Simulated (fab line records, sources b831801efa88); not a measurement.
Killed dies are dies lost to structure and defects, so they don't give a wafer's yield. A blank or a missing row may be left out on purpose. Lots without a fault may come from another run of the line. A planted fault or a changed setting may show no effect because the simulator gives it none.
A struck lot beside a sound one | flow sfq_line | 17 steps out of a route of 325
Sound: wafers L877.1, L877.4, L877.6. Struck: wafer L886.3. (L886.2, L886.6 of the same lot were not struck and are left out.) The cause comes at the end.
At each step with rows: each side's tool, then ch and its chambers, then its first start. Under that, the readings that differ: sound wafers | struck wafers | difference of the means | sigmas: that difference in standard deviations of wafers without a fault.
alike: readings whose means differ by less than 2 such deviations, and words and numbers that are the same on both sides. not compared: withheld readings, readings that some wafer has no value for, bounds like >300 that may hide the same value, and numbers for which the record gives no deviation and whose values overlap.
The two part at a step that has a row with sigmas, a row that says differs or no value, or rows on one side only. Numbers that don't overlap but have no deviation are shown without sigmas and don't part them. A reading that every wafer of one side lacks parts them only if that side has two wafers or more.

SFQ_TRILAYER_C5_BARC_OPEN_VIA_ETCH_210: etches BARC in O2, target depth 125 nm, time 41.7 s.
  sound on rie_diel-01 ch 1,3, day 59 13:55; struck on rie_diel-01 ch 0, day 62 04:52
  reading                     | sound       | struck | difference | sigmas
  drypump_motor_current_A (A) | 5.7 5.9 5.9 | 4.8    | -1.0       | -3
  alike: oes_product_au
  not compared: rf_hours_counter_h
SFQ_TRILAYER_C5_ETCH_VIA_ETCH_154: etches SiO2 in CHF3, stops on Nb, target depth 84 nm.
  sound on rie_diel-01 ch 1,3, day 59 13:57; struck on rie_diel-01 ch 0, day 62 04:54
  reading                     | sound             | struck | difference | sigmas
  drypump_motor_current_A (A) | 5.7 5.8 5.8       | 4.7    | -1.1       | -3
  oes_product_au (a.u.)       | 0.895 0.908 0.904 | 0.877  | -0.025     | -3
SFQ_TRILAYER_C5_STRIP_STRIP_155: strips in O2.
  sound on rie_metal-03 ch 0,1, day 59 14:00; struck on rie_metal-04 ch 0, day 62 04:57
  reading               | sound             | struck | difference | sigmas
  oes_product_au (a.u.) | 1.008 1.024 1.030 | 0.994  | -0.027     | -2
  alike: drypump_motor_current_A
  not compared: rf_hours_counter_h
then, 2 steps without rows for these wafers: SFQ_TRILAYER_C5_STRIP_SOLV_CLEAN_156 (cleans in NMP, time 600 s); SFQ_TRILAYER_M6_DEP_PRE_CLEAN_158 (time 22.5 s).
SFQ_TRILAYER_M6_DEP_SPUTTER_157: material Nb, target thk 200 nm, time 133.3 s.
  sound on pvd_sputter-03, day 59 15:01; struck on pvd_sputter-05, day 62 05:46
  alike: throttle_valve_pct
SFQ_M6_RS_MEAS_938: measures by four-point-probe.
  sound on film_metro-04, day 59 15:06; struck on film_metro-02, day 62 05:53
  alike: M6_NB_RS
then, 4 steps without rows for these wafers: SFQ_TRILAYER_M6_LITHO_COAT_164 (resist thk 62 nm); SFQ_TRILAYER_M6_LITHO_COAT_159 (resist thk 600 nm); SFQ_TRILAYER_M6_LITHO_SOFTBAKE_163; SFQ_TRILAYER_M6_LITHO_EXPOSE_160 (exposes mask M6, target cd 500 nm).
SFQ_TRILAYER_M6_LITHO_PEB_162: peb time 60 s.
  sound on litho_track-03 ch 0, day 60 21:16; struck on litho_track-04 ch 0, day 63 07:28
  reading                  | sound             | struck | difference | sigmas
  heater_power_total_W (W) | 79.24 79.06 79.16 | 81.99  | +2.84      | +45
then, 1 step without rows for these wafers: SFQ_TRILAYER_M6_LITHO_DEVELOP_161 (time 60 s).
SFQ_M6_OVL_MEAS_940:
  sound on overlay-01, day 60 21:34; struck on overlay-01, day 63 07:44
  reading     | sound       | struck | difference | sigmas
  M6_OVL (nm) | -10 -13 -19 | 7      | +21        | +3
SFQ_TRILAYER_M6_BARC_OPEN_METAL_ETCH_206: etches BARC in O2, target depth 125 nm, time 41.7 s.
  sound on rie_metal-03 ch 1, day 60 21:35; struck on rie_metal-01 ch 1, day 63 07:46
  reading             | sound             | struck | difference | sigmas
  model.M6.cd_nm (nm) | 499.4 498.6 499.1 | 512.9  | +13.9      |
  alike: drypump_motor_current_A, oes_product_au
  not compared: rf_hours_counter_h
SFQ_TRILAYER_M6_ETCH_METAL_ETCH_162: etches Nb in Cl2/Ar, stops on SiO2, target depth 240 nm, time 120 s.
  sound on rie_metal-03 ch 1, day 60 21:43; struck on rie_metal-01 ch 1, day 63 07:50
  reading             | sound           | struck | difference | sigmas
  model.M6.cd_nm (nm) | 499.9 499 499.2 | 507.1  | +7.7       |
  alike: drypump_motor_current_A, oes_product_au
  not compared: rf_hours_counter_h
SFQ_TRILAYER_M6_STRIP_STRIP_163: strips in O2.
  sound on rie_metal-03 ch 1, day 60 21:58; struck on rie_metal-01 ch 1, day 63 07:57
  alike: drypump_motor_current_A, oes_product_au
  not compared: rf_hours_counter_h

WHERE THEY PART
First at SFQ_TRILAYER_C5_BARC_OPEN_VIA_ETCH_210; last, within this record, at SFQ_M6_OVL_MEAS_940. Later steps at which nothing parts them and some readings are alike: SFQ_TRILAYER_M6_BARC_OPEN_METAL_ETCH_206, SFQ_TRILAYER_M6_ETCH_METAL_ETCH_162, SFQ_TRILAYER_M6_STRIP_STRIP_163.

WHY: what the simulator had put in
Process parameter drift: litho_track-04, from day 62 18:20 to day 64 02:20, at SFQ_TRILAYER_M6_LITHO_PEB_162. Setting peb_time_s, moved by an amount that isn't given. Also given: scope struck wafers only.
